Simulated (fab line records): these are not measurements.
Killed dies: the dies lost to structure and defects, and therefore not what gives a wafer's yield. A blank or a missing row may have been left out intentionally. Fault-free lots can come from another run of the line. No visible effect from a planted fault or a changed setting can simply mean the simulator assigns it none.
2 desks looking at one fault ; flow sfq-line ; only its own numbers are on each desk; what lay behind them is given at the end

THE TOOL OWNER'S DESK: pvd-sputter-03
The tool's own readings at SFQ_TRILAYER_M1_DEP_SPUTTER_037 (material Nb, target thk 200 nm, time 133.3 s): means of the sampled wafers that have a number, for each lot that ran on this tool. A lot is out of limits, marked OUT, if its mean lies more than 4 standard deviations from the usual mean; the brackets give that distance.
Columns: A = cathode-dc-power-W at SFQ_TRILAYER_M1_DEP_SPUTTER_037, usual 2000.0 W; B = throttle-valve-pct at SFQ_TRILAYER_M1_DEP_SPUTTER_037, usual 30.1 %
lot;first seen here;A;B
L574;day 17 05:07;1999.7;30.5
L580;day 20 05:44;2000.4;30.3
L582;day 21 02:16;2000.1;30.5
L589;day 24 13:16;2000.1;30.8
L590;day 25 05:06;2000.0;30.3
This desk found nothing out of limits on any of the 5 lots.

AT THE METROLOGY DESK
Means of the sampled wafers that have a number, per lot and without regard to the tool the lot ran on: this is what the gauges read. A lot is out of limits, marked OUT, if its mean lies more than 4 standard deviations from the usual mean; the brackets give that distance.
Columns: A = M1_NB_RS at SFQ_M1_RS_MEAS_909, usual 0.889 ohm/sq
lot;first seen here;A
L574;day 17 05:16;0.894
L580;day 20 05:50;0.774 (-12) OUT
L581;day 20 16:38;0.894
L582;day 21 02:22;0.765 (-13) OUT
L583;day 21 13:16;0.903
L588;day 24 00:12;0.877
L589;day 24 13:22;0.879
L590;day 25 05:13;0.890
L591;day 25 13:35;0.893
L592;day 25 18:23;0.899
L593;day 25 23:14;0.884
L594;day 26 07:35;0.892
L595;day 26 16:01;0.879
L597;day 27 10:13;0.888
This desk's finding: out of limits on L580, L582; first on L580, day 20 05:50 (M1_NB_RS at SFQ_M1_RS_MEAS_909). L574, L581, L583, L588, L589, L590, L591, L592, L593, L594, L595, L597: within limits.

PUT TOGETHER
The metrology desk could have raised an alarm at day 20 05:50, on L580, L582.
The tool owner's desk saw nothing out of limits.
Tool owner's desk: L580, L582 on record, inside its limits.
SFQ_TRILAYER_M1_DEP_SPUTTER_037 was run on pvd-sputter-03 by each of the lots named.

WHAT WAS PUT IN BY THE SIMULATOR
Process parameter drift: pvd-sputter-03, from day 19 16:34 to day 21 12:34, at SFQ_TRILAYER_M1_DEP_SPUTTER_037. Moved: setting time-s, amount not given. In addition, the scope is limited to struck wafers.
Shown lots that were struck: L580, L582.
Hours from the fault's start to each desk's first reading out of limits: the metrology desk, 13.
